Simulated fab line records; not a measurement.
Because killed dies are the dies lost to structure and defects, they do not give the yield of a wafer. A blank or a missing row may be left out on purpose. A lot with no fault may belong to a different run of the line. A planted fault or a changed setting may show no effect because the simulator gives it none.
fab line records	flow gf180mcu
record: lots: 12	wafers: 36	lastDay: 34
route steps=602 shown HV_LDD@232 M3@423 V4@479
lots untouched by any fault: they come from a run of this same line in which no faults occurred
startH: hours from the record's opening day to when the first of the lot's shown wafers began	waitH: hours elapsed since this lot's preceding step	" repeats the value in the row above	L1.1+2: a row that stands for several wafers	- value missing, or start not given	* or withheld: withheld	< > ~ a bound
route shown NAME@n: a module of which the file shows steps, and the number in the route of the first	usual: mean and standard deviation over wafers with no fault	same: alike in all rows	chamber/n: place in a boat	sites: readings site by site	_std_site: how widely they spread, as a standard deviation	_edge_site: inner sites' mean taken away from outer sites' mean	radiusMm: for every site, how far away it sits from the centre of the wafer	mask NAME#n: copy n	behind: tool/chamber where the wafer was last shaped	hold: why the lot went on hold/how many hours it stayed there/how the hold came to an end	device: the transistor (n, p or np) that didn't switch	end of line: the tests these same wafers got at the end of their route	for a step that has no rows: nothing shown but its recipe	killed: at the first sort, the dies lost to defects and structure; wafer yield is something else	map: shows each die of a wafer: x if killed, . if not, _ if none is there
set.NAME: the setting as run; set.NAME@STEP: as run at that earlier step	model.NAME: the simulator's own value behind a step, which no gauge read
steps of the route over a sample of lots; a table a step, a row a wafer
services: the hour from which a tool's chamber was out of use, counted from the record's first day as startH (under 0 if before that day), plus the number of hours and why
== steps ==
step: GF_HV_LDD_CVD_56
recipe: material: Si3N4	precursor: DCS/NH3	targetThkNm: 90	tempC: 770	timeS: 1543	pressureMtorr: 250
usual: spikeTcBottomC: 790.5/1.5	spikeTcCentreC: 770.6/1	spikeTcLowerC: 770.0/1.1	spikeTcTopC: 783.3/1.8	spikeTcUpperC: 769.9/1.4	susceptorTempC: 770.0/0.34	zonePowerBottomPct: 20.5/0.96
lot.wafer	tool	chamber	startH	waitH	spikeTcBottomC	spikeTcCentreC	spikeTcLowerC	spikeTcTopC	spikeTcUpperC	susceptorTempC	zonePowerBottomPct
L889.2	lpcvd-02	1	271.43	0.0	788.5	770.7	770.8	783.6	768.9	770.3	18.0
L889.5	"	1	"	"	788.4	772.0	767.7	782.2	768.4	770.2	18.0
L889.6	"	1	"	"	787.3	770.2	770.2	783.8	769.6	770.3	18.0
L891.1	lpcvd-01	0	287.30	0.1	792.9	770.3	770.8	779.7	771.1	770.0	21.0
L891.2	"	0	"	"	792.3	769.8	770.8	780.4	771.1	769.8	21.4
L891.4	"	0	"	"	792.3	769.5	770.7	782.1	769.7	769.9	21.0
L894.1	lpcvd-02	0	309.51	0.1	789.8	771.9	769.2	784.5	769.2	770.9	20.9
L894.3	"	0	"	"	788.4	770.9	770.8	785.0	767.8	770.1	20.9
L894.4	"	0	"	"	790.5	771.6	770.2	784.9	768.1	770.4	21.0
L896.1	lpcvd-01	0	335.78	0.1	792.4	770.4	770.5	781.8	770.4	770.1	21.6
L896.2	"	0	"	"	791.8	770.3	770.1	780.5	771.0	770.3	20.6
L896.6	"	0	"	"	791.6	769.6	769.9	780.3	770.3	769.9	21.8
L897.1	lpcvd-02	0	341.56	0.1	768.6	750.3	747.3	763.7	748.2	747.7	19.9
L897.2	"	0	"	"	768.3	748.5	748.8	761.8	744.4	748.0	19.5
L897.6	"	0	"	"	767.9	748.1	747.6	762.4	747.6	747.3	19.7
L898.2	lpcvd-02	0	349.38	0.0	769.0	748.4	746.5	762.2	747.2	747.7	19.9
L898.4	"	0	"	"	768.0	750.2	746.9	763.7	745.7	747.8	19.7
L898.5	"	0	"	"	769.3	749.9	748.3	763.1	744.5	748.2	19.9
L905.1	lpcvd-01	0	416.07	0.1	789.3	771.1	769.9	782.0	769.0	769.1	21.0
L905.2	"	0	"	"	790.9	771.2	768.5	783.6	770.7	769.8	20.9
L905.4	"	0	"	"	792.1	770.0	769.3	781.2	772.1	770.0	21.0
L906.2	lpcvd-01	0	420.15	0.0	793.2	769.6	771.9	782.8	772.7	769.8	21.1
L906.5	"	0	"	"	791.6	770.0	768.0	780.8	771.5	770.8	21.5
L906.6	"	0	"	"	791.8	771.3	769.4	781.2	769.9	770.0	21.7
L907.2	lpcvd-02	0	426.97	0.0	789.6	772.5	769.1	784.8	768.9	769.6	20.8
L907.3	"	0	"	"	790.7	771.5	770.9	784.3	768.3	769.5	21.0
L907.4	"	0	"	"	792.4	773.1	769.3	786.0	771.0	769.8	21.0
L908.3	lpcvd-02	0	435.18	0.0	790.9	771.4	770.0	785.2	768.1	769.0	21.1
L908.5	"	0	"	"	789.8	769.3	769.3	783.0	769.2	769.9	20.7
L908.6	"	0	"	"	789.2	770.6	769.3	784.1	768.8	769.7	20.7
L910.2	lpcvd-01	0	446.88	0.0	790.8	770.5	770.1	780.8	769.0	769.9	21.4
L910.5	"	0	"	"	791.2	771.1	770.3	781.5	770.9	770.0	21.1
L910.6	"	0	"	"	792.6	771.6	769.3	782.7	770.9	770.5	21.5
L911.3	lpcvd-01	1	460.45	0.0	787.7	770.5	770.3	785.3	770.9	770.0	19.9
L911.4	"	1	"	"	788.0	771.3	770.0	784.1	770.2	770.5	19.7
L911.5	"	1	"	"	788.2	769.2	771.1	786.9	769.5	770.4	19.9
step: GF_HV_LDD_THK_MEAS_57
recipe: reads: Si3N4_of_HV_LDD_CVD_56
usual: HV_LDD_CVD_56_THK: 89.8/0.91
lot.wafer	tool	chamber	startH	waitH	HV_LDD_CVD_56_THK[nm]
L889.2	filmMetro-03	-	272.87	0.0	90.6
L889.5	"	-	"	"	89.9
L889.6	"	-	"	"	90.5
L891.1	filmMetro-04	-	289.45	0.0	89.5
L891.2	"	-	"	"	89.2
L891.4	"	-	"	"	89.3
L894.1	filmMetro-02	-	310.94	0.0	90.8
L894.3	"	-	"	"	90.3
L894.4	"	-	"	"	91.0
L896.1	filmMetro-03	-	337.21	0.0	89.5
L896.2	"	-	"	"	89.0
L896.6	"	-	"	"	88.5
L897.1	filmMetro-02	-	342.99	0.0	57.7
L897.2	"	-	"	"	56.6
L897.6	"	-	"	"	56.4
L898.2	filmMetro-03	-	350.82	0.0	56.8
L898.4	"	-	"	"	58.1
L898.5	"	-	"	"	57.2
L905.1	filmMetro-02	-	417.50	0.0	91.0
L905.2	"	-	"	"	91.1
L905.4	"	-	"	"	91.0
L906.2	filmMetro-04	-	421.59	0.0	90.4
L906.5	"	-	"	"	90.1
L906.6	"	-	"	"	90.3
L907.2	filmMetro-04	-	428.40	0.0	89.4
L907.3	"	-	"	"	89.3
L907.4	"	-	"	"	89.8
L908.3	filmMetro-03	-	436.63	0.0	88.4
L908.5	"	-	"	"	88.1
L908.6	"	-	"	"	88.4
L910.2	filmMetro-03	-	448.32	0.0	90.4
L910.5	"	-	"	"	89.8
L910.6	"	-	"	"	90.0
L911.3	filmMetro-03	-	462.62	0.0	91.1
L911.4	"	-	"	"	91.6
L911.5	"	-	"	"	90.1
step: GF_HV_LDD_ETCHBACK_58
recipe: chemistry: CH3F/O2	target: Si3N4	stopOn: SiO2	sourceW: 400	biasW: 80	pressureMtorr: 25	ch3fFlowSccm: 40	O2_flow_sccm: 30	timeS: 100	targetDepthA: 900
usual: drypumpMotorCurrentA: 5.7/0.54	oesProductAu: 0.843/0.0069	throttleValvePct: 10.560/0.0087
lot.wafer	tool	chamber	startH	waitH	drypumpMotorCurrentA	oesProductAu	rfHoursCounterH	throttleValvePct
L889.2	rieDiel-04	0	272.92	0.0	5.8	0.850	86	10.552
L889.5	"	3	"	"	4.9	0.837	-	10.547
L889.6	"	2	"	"	6.3	0.849	-	10.549
L891.1	rieDiel-04	2	289.51	0.1	6.3	0.839	2	10.564
L891.2	"	3	"	"	4.9	0.840	123	10.537
L891.4	"	2	"	"	6.3	0.841	-	10.555
L894.1	rieDiel-03	3	311.00	0.1	5.3	0.839	4	10.553
L894.3	"	0	"	"	5.1	0.853	46	10.543
L894.4	"	2	"	"	5.6	0.843	8	10.563
L896.1	rieDiel-04	2	337.27	0.1	6.3	0.835	3	10.551
L896.2	"	0	"	"	5.8	0.831	88	10.569
L896.6	"	0	"	"	5.8	0.836	-	10.578
L897.1	rieDiel-04	2	343.05	0.1	6.3	0.686	4	10.545
L897.2	"	1	"	"	6.0	0.668	1	10.540
L897.6	"	2	"	"	6.3	0.667	-	10.522
L898.2	rieDiel-01	0	350.87	0.0	4.9	0.670	0	10.525
L898.4	"	3	"	"	5.6	0.678	1	10.529
L898.5	"	0	"	"	4.9	0.680	-	10.542
L905.1	rieDiel-04	2	417.56	0.1	6.3	0.855	5	10.570
L905.2	"	1	"	"	6.0	0.847	2	10.576
L905.4	"	0	"	"	5.8	0.847	90	10.553
L906.2	rieDiel-04	3	421.64	0.0	4.9	0.846	2	10.562
L906.5	"	2	"	"	6.3	0.839	-	10.567
L906.6	"	1	"	"	6.0	0.835	-	10.573
L907.2	rieDiel-04	0	428.45	0.0	5.8	0.834	90	10.577
L907.3	"	1	"	"	6.0	0.844	3	10.567
L907.4	"	2	"	"	6.3	0.842	6	10.550
L908.3	rieDiel-04	1	436.67	0.0	6.0	0.839	3	10.566
L908.5	"	1	"	"	6.0	0.834	-	10.556
L908.6	"	0	"	"	5.8	0.841	-	10.552
L910.2	rieDiel-01	3	448.37	0.0	5.6	0.841	4	10.569
L910.5	"	3	"	"	5.6	0.842	-	10.553
L910.6	"	2	"	"	5.7	0.839	-	10.563
L911.3	rieDiel-01	1	462.66	0.0	6.5	0.855	60	10.562
L911.4	"	2	"	"	5.7	0.847	18	10.554
L911.5	"	3	"	"	5.6	0.843	-	10.550
step: GF_M3_CD_MEAS_14
recipe: targetCdNm: 280
usual: cdNm: 280.0/1.5
lot.wafer	tool	chamber	startH	waitH	cdNm
L889.2	cdSem-01	-	480.23	0.1	278.2
L889.5	"	-	"	"	278.0
L889.6	"	-	"	"	279.1
L891.1	cdSem-01	-	500.86	0.1	279.1
L891.2	"	-	"	"	279.4
L891.4	"	-	"	"	280.4
L894.1	cdSem-01	-	526.44	0.1	279.1
L894.3	"	-	"	"	280.3
L894.4	"	-	"	"	278.1
L896.1	cdSem-01	-	555.03	0.1	280.4
L896.2	"	-	"	"	280.4
L896.6	"	-	"	"	280.2
L897.1	cdSem-02	-	560.93	0.1	279.2
L897.2	"	-	"	"	279.7
L897.6	"	-	"	"	281.0
L898.2	cdSem-02	-	569.46	0.1	280.2
L898.4	"	-	"	"	280.6
L898.5	"	-	"	"	279.7
L905.1	cdSem-01	-	630.43	0.1	282.3
L905.2	"	-	"	"	282.2
L905.4	"	-	"	"	281.5
L906.2	cdSem-01	-	633.07	0.1	275.7
L906.5	"	-	"	"	276.9
L906.6	"	-	"	"	277.0
L907.2	cdSem-01	-	639.72	0.1	281.6
L907.3	"	-	"	"	281.3
L907.4	"	-	"	"	283.1
L908.3	cdSem-02	-	647.84	0.1	281.8
L908.5	"	-	"	"	281.5
L908.6	"	-	"	"	281.4
L910.2	cdSem-01	-	657.57	0.1	278.2
L910.5	"	-	"	"	278.2
L910.6	"	-	"	"	279.8
L911.3	cdSem-02	-	669.93	0.1	281.4
L911.4	"	-	"	"	281.3
L911.5	"	-	"	"	281.8
step: GF_V4_THK_MEAS_03
recipe: reads: SiO2_of_V4_CVD_02
usual: V4_CVD_02_THK: 849/12
lot.wafer	tool	chamber	startH	waitH	V4_CVD_02_THK[nm]
L889.2	filmMetro-02	-	531.56	0.0	832
L889.5	"	-	"	"	863
L889.6	"	-	"	"	853
L891.1	filmMetro-03	-	550.81	0.0	846
L891.2	"	-	"	"	832
L891.4	"	-	"	"	865
L894.1	filmMetro-03	-	575.10	0.0	835
L894.3	"	-	"	"	844
L894.4	"	-	"	"	847
L896.1	filmMetro-03	-	602.35	0.0	848
L896.2	"	-	"	"	854
L896.6	"	-	"	"	865
L897.1	filmMetro-04	-	607.87	0.0	844
L897.2	"	-	"	"	840
L897.6	"	-	"	"	852
L898.2	filmMetro-04	-	615.98	0.0	840
L898.4	"	-	"	"	855
L898.5	"	-	"	"	859
L905.1	filmMetro-04	-	673.55	0.0	849
L905.2	"	-	"	"	843
L905.4	"	-	"	"	858
L906.2	filmMetro-03	-	675.78	0.0	831
L906.5	"	-	"	"	844
L906.6	"	-	"	"	841
L907.2	filmMetro-04	-	683.04	0.0	845
L907.3	"	-	"	"	839
L907.4	"	-	"	"	848
L908.3	filmMetro-04	-	689.80	0.1	843
L908.5	"	-	"	"	857
L908.6	"	-	"	"	859
L910.2	filmMetro-04	-	699.55	0.0	838
L910.5	"	-	"	"	841
L910.6	"	-	"	"	849
L911.3	filmMetro-03	-	710.58	0.1	837
L911.4	"	-	"	"	846
L911.5	"	-	"	"	853
step: GF_V4_CD_MEAS_14
recipe: targetCdNm: 260
usual: cdNm: 259.9/1
lot.wafer	tool	chamber	startH	waitH	cdNm
L889.2	cdSem-01	-	554.45	0.1	261.0
L889.5	"	-	"	"	261.0
L889.6	"	-	"	"	261.5
L891.1	cdSem-01	-	572.88	0.1	260.2
L891.2	"	-	"	"	260.4
L891.4	"	-	"	"	260.9
L894.1	cdSem-01	-	596.99	0.1	260.0
L894.3	"	-	"	"	259.8
L894.4	"	-	"	"	259.5
L896.1	cdSem-01	-	623.28	0.1	261.3
L896.2	"	-	"	"	261.8
L896.6	"	-	"	"	261.6
L897.1	cdSem-01	-	628.72	0.2	260.1
L897.2	"	-	"	"	261.4
L897.6	"	-	"	"	262.4
L898.2	cdSem-01	-	637.25	0.1	258.3
L898.4	"	-	"	"	259.1
L898.5	"	-	"	"	258.5
L905.1	cdSem-02	-	692.04	0.1	259.8
L905.2	"	-	"	"	260.5
L905.4	"	-	"	"	258.5
L906.2	cdSem-02	-	695.29	0.1	261.9
L906.5	"	-	"	"	261.4
L906.6	"	-	"	"	261.1
L907.2	cdSem-01	-	701.70	0.1	260.2
L907.3	"	-	"	"	260.8
L907.4	"	-	"	"	259.6
L908.3	cdSem-02	-	708.41	0.1	260.8
L908.5	"	-	"	"	260.6
L908.6	"	-	"	"	260.3
L910.2	cdSem-02	-	717.90	0.1	258.2
L910.5	"	-	"	"	259.9
L910.6	"	-	"	"	260.0
L911.3	cdSem-02	-	728.32	0.1	260.0
L911.4	"	-	"	"	259.9
L911.5	"	-	"	"	260.2
== services ==
tool	chamber	startH	hours	kind
rieDiel-01	3	247.80	2.4	repair
rieDiel-01	3	267.79	14.7	repair
rieDiel-04	1	270.60	-	clean
rieDiel-04	1	270.60	19.5	scheduledDown
rieDiel-04	1	270.60	19.5	ventCycle
rieDiel-01	3	282.50	-	clean
rieDiel-01	3	282.50	20.5	scheduledDown
rieDiel-01	3	282.50	20.5	ventCycle
rieDiel-03	1	298.01	2.4	repair
rieDiel-01	0	303.04	-	clean
rieDiel-01	0	303.04	29.4	scheduledDown
rieDiel-01	0	303.04	29.4	ventCycle
rieDiel-04	1	310.62	16.1	repair
rieDiel-04	3	326.69	-	clean
rieDiel-04	3	326.69	12.9	scheduledDown
rieDiel-04	3	326.69	12.9	ventCycle
rieDiel-01	1	337.80	4.3	repair
rieDiel-04	0	341.53	3.1	repair
lpcvd-01	-	362.84	1.0	repair
lpcvd-02	-	374.06	3.4	repair
rieDiel-03	3	416.31	3.4	repair
rieDiel-01	1	426.44	10.3	repair
rieDiel-03	3	457.45	2.6	repair
rieDiel-01	0	458.94	2.5	repair
== key ==
firstSign: step: GF_HV_LDD_CVD_56	reading: susceptorTempC	direction: down	sigmas: 65	usual: *	struck: *
effect: step: GF_HV_LDD_CVD_56	reading: spikeTcCentreC	direction: down	sigmas: 22	usual: 770.6	struck: 749.2
effect: step: GF_HV_LDD_THK_MEAS_57	reading: HV_LDD_CVD_56_THK	direction: down	sigmas: 36	usual: 89.8	struck: 57.1
effect: step: GF_HV_LDD_ETCHBACK_58	reading: oesProductAu	direction: down	sigmas: 24	usual: 0.843	struck: 0.675
metAt GF_HV_LDD_CVD_56
struckLots L897,L898
struckWafers L897.1,L897.2,L897.6,L898.2,L898.4,L898.5
testerLeftOut L897,L898
notActingAt GF_M3_CD_MEAS_14,GF_V4_THK_MEAS_03,GF_V4_CD_MEAS_14
onsetBetween 309.51 341.56
fault: kind: processParameterDrift	tool: lpcvd-02	chamber: 0	onsetH: 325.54	steps: GF_HV_LDD_CVD_56	channel: tempC	offset: *	shape: step	endH: 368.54	actsIn: *	stated: *
testerLeftOut: of these lots the tester's yield and bins aren't shown, on N5 and GAA mostly nor the transistor test; their killed dies are dies lost to structure and defects alone, not to doping, threshold or leakage, so they don't give the yield
